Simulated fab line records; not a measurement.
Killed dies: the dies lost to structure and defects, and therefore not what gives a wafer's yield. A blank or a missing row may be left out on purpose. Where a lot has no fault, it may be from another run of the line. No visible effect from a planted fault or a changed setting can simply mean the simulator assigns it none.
What tool caused it? / flow sky130 / 36 wafers from 12 lots sampled at 3 of the route's 708 steps

## WHAT THE GAUGES READ, wafer by wafer
SKY_GATE_OXIDE_OVL_MEAS_10. Usual: GATE_OXIDE_OVL gives 0.2 nm (standard deviation 1.6).
lot=L402; measured=day 13 14:41; on=overlay-01; GATE_OXIDE_OVL (nm)=2.3 1.9 1.2; flag=
lot=L406; measured=day 15 06:04; on=overlay-01; GATE_OXIDE_OVL (nm)=-0.4 0.1 0.8; flag=
lot=L408; measured=day 15 23:25; on=overlay-02; GATE_OXIDE_OVL (nm)=-0.9 -0.3 1.3; flag=
lot=L409; measured=day 16 12:32; on=overlay-01; GATE_OXIDE_OVL (nm)=-1.0 0.0 0.2; flag=
lot=L410; measured=day 16 13:56; on=overlay-01; GATE_OXIDE_OVL (nm)=-0.8 0.8 -1.7; flag=
lot=L411; measured=day 17 02:11; on=overlay-01; GATE_OXIDE_OVL (nm)=-2.0 -0.9 -0.5; flag=
lot=L413; measured=day 17 14:25; on=overlay-01; GATE_OXIDE_OVL (nm)=-0.3 -0.6 -1.3; flag=
lot=L412; measured=day 17 14:43; on=overlay-02; GATE_OXIDE_OVL (nm)=3.1 1.8 1.5; flag=
lot=L414; measured=day 18 04:22; on=overlay-02; GATE_OXIDE_OVL (nm)=-2.0 -0.7 -0.2; flag=
lot=L421; measured=day 22 07:49; on=overlay-02; GATE_OXIDE_OVL (nm)=0.2 -0.8 -0.9; flag=
lot=L423; measured=day 22 14:17; on=overlay-01; GATE_OXIDE_OVL (nm)=-3.4 -2.0 -2.2; flag=
lot=L422; measured=day 22 14:34; on=overlay-02; GATE_OXIDE_OVL (nm)=0.0 1.9 0.7; flag=

SKY_POLY_GATE_CD_MEAS_13: the cd target is 150 nm. Usual: cdNm 150.4 nm, standard deviation 1.1.
lot=L402; measured=day 16 00:26; on=cdSem-01; cdNm (nm)=150.3 150.3 151.5; flag=
lot=L406; measured=day 17 21:02; on=cdSem-01; cdNm (nm)=149.7 150.4 149.1; flag=
lot=L408; measured=day 18 13:51; on=cdSem-01; cdNm (nm)=148.4 150.2 149.7; flag=
lot=L409; measured=day 19 06:25; on=cdSem-01; cdNm (nm)=150.3 151.3 150.6; flag=
lot=L410; measured=day 19 06:34; on=cdSem-02; cdNm (nm)=150.6 150.3 148.9; flag=
lot=L411; measured=day 19 20:58; on=cdSem-02; cdNm (nm)=151.2 150.3 148.8; flag=
lot=L413; measured=day 20 11:15; on=cdSem-02; cdNm (nm)=149.5 149.4 148.7; flag=
lot=L412; measured=day 20 11:34; on=cdSem-01; cdNm (nm)=151.5 151.8 152.1; flag=
lot=L414; measured=day 20 21:49; on=cdSem-02; cdNm (nm)=149.2 149.1 149.7; flag=
lot=L421; measured=day 25 02:41; on=cdSem-02; cdNm (nm)=150.8 151.5 150.6; flag=
lot=L423; measured=day 25 07:38; on=cdSem-02; cdNm (nm)=150.0 149.8 150.1; flag=
lot=L422; measured=day 25 09:19; on=cdSem-02; cdNm (nm)=150.3 151.2 150.8; flag=

SKY_POLY_GATE_CD_MEAS_22. Usual: cdNm 150.8 nm, standard deviation 2.6.
lot=L402; measured=day 16 03:44; on=cdSem-02; cdNm (nm)=153.2 150.5 152.8; flag=
lot=L406; measured=day 18 00:59; on=cdSem-02; cdNm (nm)=146.8 153.5 150.1; flag=
lot=L408; measured=day 18 16:19; on=cdSem-01; cdNm (nm)=148.8 153.0 152.3; flag=
lot=L409; measured=day 19 08:16; on=cdSem-02; cdNm (nm)=149.2 150.3 149.3; flag=
lot=L410; measured=day 19 08:25; on=cdSem-01; cdNm (nm)=150.4 153.4 150.8; flag=
lot=L411; measured=day 20 00:16; on=cdSem-01; cdNm (nm)=154.3 153.4 147.7; flag=
lot=L413; measured=day 20 13:07; on=cdSem-01; cdNm (nm)=150.4 150.7 148.8; flag=
lot=L412; measured=day 20 15:17; on=cdSem-02; cdNm (nm)=149.4 149.0 154.7; flag=
lot=L414; measured=day 20 23:40; on=cdSem-02; cdNm (nm)=147.5 149.2 146.2; flag=
lot=L421; measured=day 25 04:32; on=cdSem-02; cdNm (nm)=154.8 148.5 146.8; flag=
lot=L423; measured=day 25 09:52; on=cdSem-02; cdNm (nm)=151.2 150.0 151.0; flag=
lot=L422; measured=day 25 11:10; on=cdSem-02; cdNm (nm)=152.1 149.0 153.2; flag=

## TOOL THAT RAN EACH LOT (tool first, then ch and the chambers of the sampled wafers, then the start)
There is no process step in the record ahead of these readings.

## WHAT THE TOOLS THEMSELVES READ (means of the sampled wafers that have a number; where no wafer has one, the mark that the record gives instead)
The record holds no such reading with a usual standard deviation.

## THE ANSWER, worked out from the rows above alone
Rule: take the mean of a lot's wafers that have a number; if it is more than 3 standard deviations from the usual mean, the lot is off. A lot without any number at a reading at which 4 lots or more have one is off too. Any other lot the step has rows for is counted as sound. After the gauges, taken in route order, come the tools' own readings; for these a lot's mean is taken, as printed above. The first step at which some lot is off is used, and at that step the reading that is off furthest; a lot without a number counts as furthest.
No lot is off at any reading shown: from this, nothing can be told.

## WHAT HAD BEEN PUT IN BY THE SIMULATOR
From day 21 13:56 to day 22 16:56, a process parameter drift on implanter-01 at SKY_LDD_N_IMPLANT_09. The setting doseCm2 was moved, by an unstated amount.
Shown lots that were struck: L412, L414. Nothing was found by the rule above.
